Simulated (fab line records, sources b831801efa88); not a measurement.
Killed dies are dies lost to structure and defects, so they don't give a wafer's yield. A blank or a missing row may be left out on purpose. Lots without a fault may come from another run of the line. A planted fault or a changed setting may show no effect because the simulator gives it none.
Which tool did it? | flow sky130 | 9 lots, 27 wafers sampled, at 3 steps of a route of 708

WHAT THE GAUGES READ, wafer by wafer
SKY_CAPM_RS_MEAS_03: measures by four-point-probe.
lot  | measured     | on            | CAPM_TIN_RS (ohm/sq)
L588 | day 37 23:28 | film_metro-04 | 6.70 6.73 6.73
L590 | day 38 10:41 | film_metro-03 | 6.94 6.94 6.88
L591 | day 38 19:28 | film_metro-01 | 6.95 7.05 6.99
L599 | day 41 14:13 | film_metro-01 | 6.86 7.01 6.99
L601 | day 42 02:29 | film_metro-03 | 6.87 6.92 16.13
L602 | day 42 06:19 | film_metro-04 | 6.95 7.00 6.97
L603 | day 42 07:16 | film_metro-01 | 6.99 15.54 15.99
L606 | day 43 01:23 | film_metro-04 | 6.87 6.92 6.84
L610 | day 43 18:49 | film_metro-01 | 6.93 7.00 7.10

WHICH TOOL RAN EACH LOT (tool, then ch and the chambers of the sampled wafers, then the start)
lot  | SKY_VIA2_ETCH_14                   | SKY_CAPM_SPUTTER_02
L588 | rie_diel-03 ch 1,2, day 37 21:32   | pvd_sputter-02, day 37 23:19
L590 | rie_diel-04 ch 0,2,3, day 38 08:56 | pvd_sputter-01, day 38 10:34
L591 | rie_diel-04 ch 0,2,3, day 38 17:38 | pvd_sputter-02, day 38 19:21
L599 | rie_diel-04 ch 0,1,3, day 41 12:19 | pvd_sputter-01, day 41 14:03
L601 | rie_diel-03 ch 1,2,3, day 42 00:40 | pvd_sputter-01, day 42 02:23
L602 | rie_diel-03 ch 1,2, day 42 04:34   | pvd_sputter-04, day 42 06:13
L603 | rie_diel-04 ch 0,2,3, day 42 05:26 | pvd_sputter-01, day 42 07:07
L606 | rie_diel-03 ch 0,2, day 42 23:31   | pvd_sputter-02, day 43 01:16
L610 | rie_diel-01 ch 0,1,3, day 43 17:05 | pvd_sputter-02, day 43 18:43
- SKY_VIA2_ETCH_14: etches BARC in N2/H2, stops on SiO2, time 45.9 s, target depth 60 nm.
- SKY_CAPM_SPUTTER_02: material TiN, target thk 200 nm, time 166.7 s.

THE ANSWER, worked out from the rows above alone
Rule: what is usual is taken from the lots themselves. Put in order of their means at a reading, lots are off if they are a third of the lots or fewer, leave a main group of 4 or more, and stand apart from it by a gap of 3 or more times the standard deviation of the main group's means; of several such gaps the widest counts. A main group whose means are all the same, to the digits that the tables above print for the reading, isn't used. A lot without any number at a reading at which 4 lots or more have one is off too. The other lots that the step has rows for count as sound.
Off: L601, L603, at SKY_CAPM_RS_MEAS_03 (CAPM_TIN_RS). The main group: mean 6.92 ohm/sq, standard deviation 0.092.
A tool fits if, at a process step before that reading, it ran every lot that is off, and no sound lot after the first of them. The gauges at SKY_CAPM_RS_MEAS_03 are tried like those tools. One fits: pvd_sputter-01 at SKY_CAPM_SPUTTER_02. Its last sound lot is L599 (day 41 14:03), its first lot that is off L601 (day 42 02:23): a fault that began between those two fits.

WHAT THE SIMULATOR HAD PUT IN
Process parameter drift: pvd_sputter-01, from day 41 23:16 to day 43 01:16, at SKY_CAPM_SPUTTER_02. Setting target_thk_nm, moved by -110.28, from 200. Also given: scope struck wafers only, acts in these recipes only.
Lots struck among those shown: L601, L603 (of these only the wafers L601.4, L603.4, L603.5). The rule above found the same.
